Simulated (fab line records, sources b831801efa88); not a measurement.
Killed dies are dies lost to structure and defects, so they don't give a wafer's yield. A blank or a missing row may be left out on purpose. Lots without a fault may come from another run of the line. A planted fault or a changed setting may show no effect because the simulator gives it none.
fab line records | flow sky130
record lots=12 wafers=36 last_day=50
route steps=708 shown LDD_HVN@276 CONTACT@406 VIA1@471
lots that met no fault: from a run of the same line without faults
start_h: hours from the record's first day to the start of the lot's first wafer shown | wait_h: hours since the lot's step before | " the same as in the row above | L1.1+2: a row that stands for several wafers | - no value, or no start given | * or withheld: withheld | < > ~ a bound
route shown NAME@n: a module of which the file shows steps, and the number in the route of the first | usual: mean/standard deviation of fault-free wafers | same: alike in all rows | chamber/n: place in a boat | sites: the reading at each site | _std_site: their standard deviation | _edge_site: outer sites' mean less inner sites' | radius_mm: how far each site lies from the wafer's centre | mask NAME#n: copy n | behind: the tool/chamber that last shaped the wafer | hold: why the lot was held/for how many hours/how that ended | device: the transistor (n, p or np) that didn't switch | end of line: the same wafers' tests at the end of the route | a step without rows: its recipe alone | killed: dies lost to structure and defects at the first sort, not the wafer's yield | map: a wafer's dies, x killed, . not, _ none there
set.NAME: the setting as run; set.NAME@STEP: as run at that earlier step | model.NAME: the simulator's own value behind a step, which no gauge read
steps of the route over a sample of lots; a table a step, a row a wafer
services: from which hour (start_h, from the record's first day; less than 0 if before it) a tool's chamber was out of use, for how many hours, and why
## steps
# step SKY_LDD_HVN_STRIP_09
# recipe chemistry=O2/N2 power_w=1400 pressure_mtorr=1500 platen_temp_c=withheld o2_flow_sccm=3000 n2_flow_sccm=300 overash_fraction=0.5
# usual chamber_pressure_mTorr=1500.0/1.4 drypump_motor_current_A=5.46/0.3 oes_product_au=0.408/0.0047 strip_time_to_endpoint_s=4.133/0.015
# columns lot.wafer tool chamber start_h wait_h chamber_pressure_mTorr drypump_motor_current_A oes_product_au rf_hours_counter_h strip_time_to_endpoint_s
L559.2 plasma_asher-04 1 460.86 0.1 1497.7 5.86 0.412 34 4.149
L559.5 " 1 " " 1498.8 5.85 0.403 - 4.139
L559.6 " 0 " " 1501.4 5.64 0.404 - 4.150
L560.1 plasma_asher-02 0 474.39 0.1 1500.3 4.92 0.411 66 4.141
L560.3 " 1 " " 1501.1 5.60 0.412 - 4.135
L560.4 " 0 " " 1501.5 4.90 0.418 - 4.142
L563.4 plasma_asher-04 1 515.27 0.1 1500.1 5.85 0.408 - 4.115
L563.5 " 0 " " 1498.4 5.62 0.408 - 4.100
L563.6 " 1 " " 1500.2 5.85 0.394 - 4.104
L564.1 plasma_asher-04 1 524.59 0.1 1500.2 5.86 0.410 41 4.122
L564.3 " 0 " " 1499.6 5.65 0.406 - 4.103
L564.5 " 0 " " 1499.9 5.62 0.400 - 4.121
L565.2 plasma_asher-01 0 538.74 0.1 1497.6 5.19 0.405 11 4.147
L565.5 " 0 " " 1501.4 5.19 0.412 - 4.151
L565.6 " 1 " " 1500.2 5.44 0.401 - 4.153
L567.1 plasma_asher-01 1 545.29 0.1 1499.0 5.42 0.414 12 4.156
L567.2 " 0 " " 1502.9 5.19 0.413 12 4.156
L567.4 " 0 " " 1499.2 5.18 0.409 - 4.137
L568.3 plasma_asher-04 0 547.04 0.1 1500.6 5.66 0.413 - 4.128
L568.5 " 1 " " 1500.2 5.84 0.406 - 4.110
L568.6 " 0 " " 1501.1 5.64 0.409 - 4.137
L570.2 plasma_asher-02 1 571.74 0.1 1500.3 5.59 0.406 76 4.135
L570.4 " 1 " " 1501.2 5.59 0.407 - 4.122
L570.5 " 1 " " 1499.7 5.58 0.409 - 4.158
L577.1 plasma_asher-02 0 619.74 0.1 1501.4 4.90 0.413 80 4.124
L577.5 " 1 " " 1500.0 5.59 0.406 - 4.123
L577.6 " 0 " " 1501.3 4.92 0.410 - 4.134
L580.2 plasma_asher-02 1 638.84 0.1 1502.5 5.61 0.409 82 4.125
L580.4 " 0 " " 1500.9 4.93 0.406 - 4.141
L580.6 " 1 " " 1498.4 5.61 0.408 - 4.130
L581.1 plasma_asher-01 1 656.46 0.1 1498.8 5.45 0.399 23 4.143
L581.3 " 0 " " 1499.6 5.19 0.410 - 4.155
L581.4 " 1 " " 1499.8 5.48 0.404 - 4.136
L582.1 plasma_asher-04 1 660.44 0.1 1499.5 5.82 0.417 53 4.115
L582.3 " 1 " " 1498.8 5.84 0.409 - 4.145
L582.5 " 1 " " 1502.2 5.84 0.411 - 4.128
# step SKY_CONTACT_CVD_00
# recipe material=Si3N4 target_thk_nm=75 temp_c=400 time_s=withheld rf_w=450
# usual heater_power_w=709/120
# columns lot.wafer tool chamber start_h wait_h heater_power_w
L559.2 pecvd-02 1 705.02 0.0 750
L559.5 " 1 " " 744
L559.6 " 2 " " 701
L560.1 pecvd-02 1 717.68 0.0 715
L560.3 " 2 " " 681
L560.4 " 2 " " 706
L563.4 pecvd-01 0 753.54 0.0 894
L563.5 " 1 " " 561
L563.6 " 2 " " 699
L564.1 pecvd-04 2 758.57 0.0 663
L564.3 " 0 " " 754
L564.5 " 1 " " 739
L565.2 pecvd-01 1 771.28 0.0 532
L565.5 " 1 " " 548
L565.6 " 2 " " 700
L567.1 pecvd-02 1 778.46 0.0 724
L567.2 " 2 " " 638
L567.4 " 1 " " 730
L568.3 pecvd-04 2 780.65 0.0 675
L568.5 " 0 " " 739
L568.6 " 1 " " 716
L570.2 pecvd-01 1 802.41 0.0 591
L570.4 " 0 " " 1018
L570.5 " 2 " " 678
L577.1 pecvd-01 2 847.74 0.0 724
L577.5 " 0 " " 838
L577.6 " 1 " " 548
L580.2 pecvd-02 2 862.97 0.0 626
L580.4 " 2 " " 646
L580.6 " 0 " " 676
L581.1 pecvd-02 0 880.18 0.0 651
L581.3 " 2 " " 693
L581.4 " 0 " " 658
L582.1 pecvd-01 1 882.33 0.0 607
L582.3 " 0 " " 1011
L582.5 " 1 " " 611
# step SKY_CONTACT_HDPCVD_02
# recipe material=SiO2 target_thk_nm=565 sigma_open_frac=0.3 time_s=94.2 temp_c=600 sih4_flow_sccm=60 pressure_mtorr=6
# usual run_length_s=122.1/0.48
# columns lot.wafer tool chamber start_h wait_h run_length_s
L559.2 hdpcvd-01 0 705.11 0.0 122.8
L559.5 " 2 " " 123.2
L559.6 " 1 " " 121.8
L560.1 hdpcvd-02 2 717.77 0.1 121.6
L560.3 " 1 " " 121.9
L560.4 " 0 " " 122.2
L563.4 hdpcvd-02 2 753.65 0.1 122.0
L563.5 " 1 " " 121.9
L563.6 " 0 " " 121.9
L564.1 hdpcvd-02 2 758.66 0.1 122.1
L564.3 " 1 " " 121.8
L564.5 " 2 " " 122.0
L565.2 hdpcvd-02 0 771.37 0.0 122.2
L565.5 " 2 " " 121.6
L565.6 " 1 " " 122.2
L567.1 hdpcvd-02 2 778.55 0.1 121.6
L567.2 " 0 " " 118.2
L567.4 " 2 " " 122.1
L568.3 hdpcvd-02 1 780.74 0.0 121.6
L568.5 " 2 " " 117.9
L568.6 " 0 " " 121.6
L570.2 hdpcvd-02 0 802.51 0.0 117.1
L570.4 " 0 " " 121.6
L570.5 " 1 " " 117.1
L577.1 hdpcvd-01 0 847.84 0.1 122.8
L577.5 " 1 " " 122.7
L577.6 " 2 " " 122.6
L580.2 hdpcvd-01 1 863.07 0.0 121.6
L580.4 " 2 " " 122.7
L580.6 " 1 " " 121.8
L581.1 hdpcvd-02 2 880.29 0.1 122.1
L581.3 " 1 " " 122.2
L581.4 " 1 " " 121.7
L582.1 hdpcvd-02 0 882.42 0.1 122.0
L582.3 " 1 " " 122.2
L582.5 " 2 " " 121.8
# step SKY_CONTACT_THK_MEAS_03
# recipe reads=SiO2_of_CONTACT_HDPCVD_02
# usual CONTACT_HDPCVD_THK=563/5
# columns lot.wafer tool chamber start_h wait_h CONTACT_HDPCVD_THK[nm]
L559.2 film_metro-04 - 705.19 0.0 553
L559.5 " - " " 561
L559.6 " - " " 559
L560.1 film_metro-01 - 717.84 0.0 569
L560.3 " - " " 569
L560.4 " - " " 576
L563.4 film_metro-04 - 753.71 0.0 559
L563.5 " - " " 560
L563.6 " - " " 565
L564.1 film_metro-01 - 758.73 0.0 565
L564.3 " - " " 562
L564.5 " - " " 565
L565.2 film_metro-01 - 771.45 0.0 563
L565.5 " - " " 556
L565.6 " - " " 557
L567.1 film_metro-01 - 778.62 0.0 561
L567.2 " - " " 528
L567.4 " - " " 555
L568.3 film_metro-02 - 780.83 0.1 558
L568.5 " - " " 530
L568.6 " - " " 559
L570.2 film_metro-02 - 802.58 0.0 530
L570.4 " - " " 563
L570.5 " - " " 536
L577.1 film_metro-02 - 847.91 0.0 562
L577.5 " - " " 565
L577.6 " - " " 563
L580.2 film_metro-02 - 863.18 0.1 571
L580.4 " - " " 571
L580.6 " - " " 576
L581.1 film_metro-04 - 880.36 0.0 571
L581.3 " - " " 568
L581.4 " - " " 568
L582.1 film_metro-01 - 882.49 0.0 562
L582.3 " - " " 563
L582.5 " - " " 563
# step SKY_CONTACT_CMP_04
# recipe material=SiO2 down_force_psi=4 platen_rpm=60 pad_velocity_m_s=0.94248
# usual motor_current_A=12.1/1.3 time_to_endpoint_s=81/4
# columns lot.wafer tool chamber start_h wait_h motor_current_A time_to_endpoint_s
L559.2 cmp-02 3 705.29 0.1 13.4 76
L559.6 " 2 " " 14.1 79
L559.5 " 3 " " 13.1 75
L560.4 cmp-02 3 717.90 0.0 12.9 86
L560.3 " 0 " " 10.8 85
L560.1 " 1 " " 11.4 80
L563.4 cmp-01 0 753.84 0.1 10.9 82
L563.5 " 2 " " 10.9 81
L563.6 " 3 " " 11.4 83
L564.3 cmp-01 0 758.79 0.0 10.9 80
L564.1 " 3 " " 11.0 84
L564.5 " 1 " " 13.8 80
L565.2 cmp-02 3 771.65 0.2 12.8 83
L565.6 " 0 " " 10.5 83
L565.5 " 1 " " 11.7 75
L567.2 cmp-02 0 778.68 0.0 10.7 68
L567.4 " 2 " " 14.2 78
L567.1 " 3 " " 12.5 78
L568.3 cmp-01 0 780.97 0.1 11.1 78
L568.6 " 2 " " 11.3 76
L568.5 " 3 " " 11.7 69
L570.2 cmp-01 3 802.63 0.0 11.7 68
L570.4 " 2 " " 12.1 81
L570.5 " 0 " " 11.1 71
L577.1 cmp-01 0 848.07 0.1 11.0 82
L577.6 " 2 " " 10.5 85
L577.5 " 3 " " 11.4 87
L580.2 cmp-02 3 863.23 0.0 13.0 84
L580.4 " 2 " " 13.2 89
L580.6 " 0 " " 11.0 89
L581.3 cmp-02 3 880.47 0.1 12.8 85
L581.1 " 0 " " 11.3 87
L581.4 " 1 " " 11.3 82
L582.1 cmp-02 0 882.55 0.1 10.7 84
L582.3 " 2 " " 14.1 87
L582.5 " 0 " " 10.4 84
# step SKY_VIA1_OVL_MEAS_13
# usual VIA1_OVL=-5/5.8
# columns lot.wafer tool chamber start_h wait_h VIA1_OVL[nm]
L559.2 overlay-01 - 790.48 0.1 -5
L559.5 " - " " 6
L559.6 " - " " -6
L560.1 overlay-01 - 801.28 0.1 4
L560.3 " - " " 2
L560.4 " - " " -5
L563.4 overlay-01 - 836.95 0.1 6
L563.5 " - " " -1
L563.6 " - " " 4
L564.1 overlay-02 - 841.58 0.1 -8
L564.3 " - " " -9
L564.5 " - " " -3
L565.2 overlay-02 - 853.60 0.1 0
L565.5 " - " " -5
L565.6 " - " " -4
L567.1 overlay-01 - 860.53 0.1 -13
L567.2 " - " " -8
L567.4 " - " " -8
L568.3 overlay-02 - 862.49 0.1 -13
L568.5 " - " " -10
L568.6 " - " " -12
L570.2 overlay-02 - 885.49 0.1 -4
L570.4 " - " " 1
L570.5 " - " " 0
L577.1 overlay-02 - 929.03 0.1 1
L577.5 " - " " -5
L577.6 " - " " 5
L580.2 overlay-02 - 941.59 0.1 -2
L580.4 " - " " -10
L580.6 " - " " -12
L581.1 overlay-02 - 959.38 0.1 -6
L581.3 " - " " -9
L581.4 " - " " -11
L582.1 overlay-01 - 960.88 0.1 1
L582.3 " - " " 2
L582.5 " - " " 3
## services
# columns tool chamber start_h hours kind
cmp-01 - 462.52 0.4 repair
cmp-02 - 474.26 8.5 repair
pecvd-02 - 478.33 1.1 repair
pecvd-02 - 484.16 2.8 pm
cmp-01 - 487.47 3.1 repair
cmp-01 - 503.62 2.4 repair
cmp-02 - 529.45 11.0 pm
plasma_asher-04 - 551.89 15.6 pm
hdpcvd-02 1 558.30 6.5 repair
cmp-02 - 572.23 4.0 pm
cmp-01 - 587.07 2.0 repair
pecvd-01 0 589.32 6.2 repair
cmp-01 - 589.91 0.5 repair
pecvd-02 - 590.07 0.8 repair
plasma_asher-04 - 591.40 2.3 repair
cmp-02 - 616.71 1.1 repair
cmp-02 - 635.63 7.8 repair
cmp-02 - 654.66 5.9 pm
hdpcvd-02 0 712.43 4.2 repair
cmp-02 - 754.37 5.1 repair
cmp-02 - 780.18 1.8 repair
hdpcvd-02 - 781.14 4.3 pm
hdpcvd-02 - 791.13 2.8 pm
hdpcvd-02 0 841.36 6.1 repair
## key
first_sign step=SKY_CONTACT_HDPCVD_02 reading=run_length_s direction=down sigmas=9.5 usual=* struck=*
effect step=SKY_CONTACT_THK_MEAS_03 reading=CONTACT_HDPCVD_THK direction=down sigmas=6.4 usual=563 struck=531
effect step=SKY_CONTACT_CMP_04 reading=time_to_endpoint_s direction=down sigmas=3.1 usual=* struck=*
met_at SKY_CONTACT_HDPCVD_02
struck_lots L567,L568,L570
struck_wafers L567.2,L568.5,L570.2,L570.5
tester_left_out L567,L568,L570
not_acting_at SKY_LDD_HVN_STRIP_09,SKY_CONTACT_CVD_00,SKY_VIA1_OVL_MEAS_13
onset_between 771.37 778.55
fault kind=process_parameter_drift tool=hdpcvd-02 chamber=- onset_h=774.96 steps=SKY_CONTACT_HDPCVD_02 channel=time_s offset=* shape=step end_h=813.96 scope=struck_wafers_only acts_in=* stated=*
# tester_left_out: of these lots the tester's yield and bins aren't shown, on N5 and GAA mostly nor the transistor test; their killed dies are dies lost to structure and defects alone, not to doping, threshold or leakage, so they don't give the yield
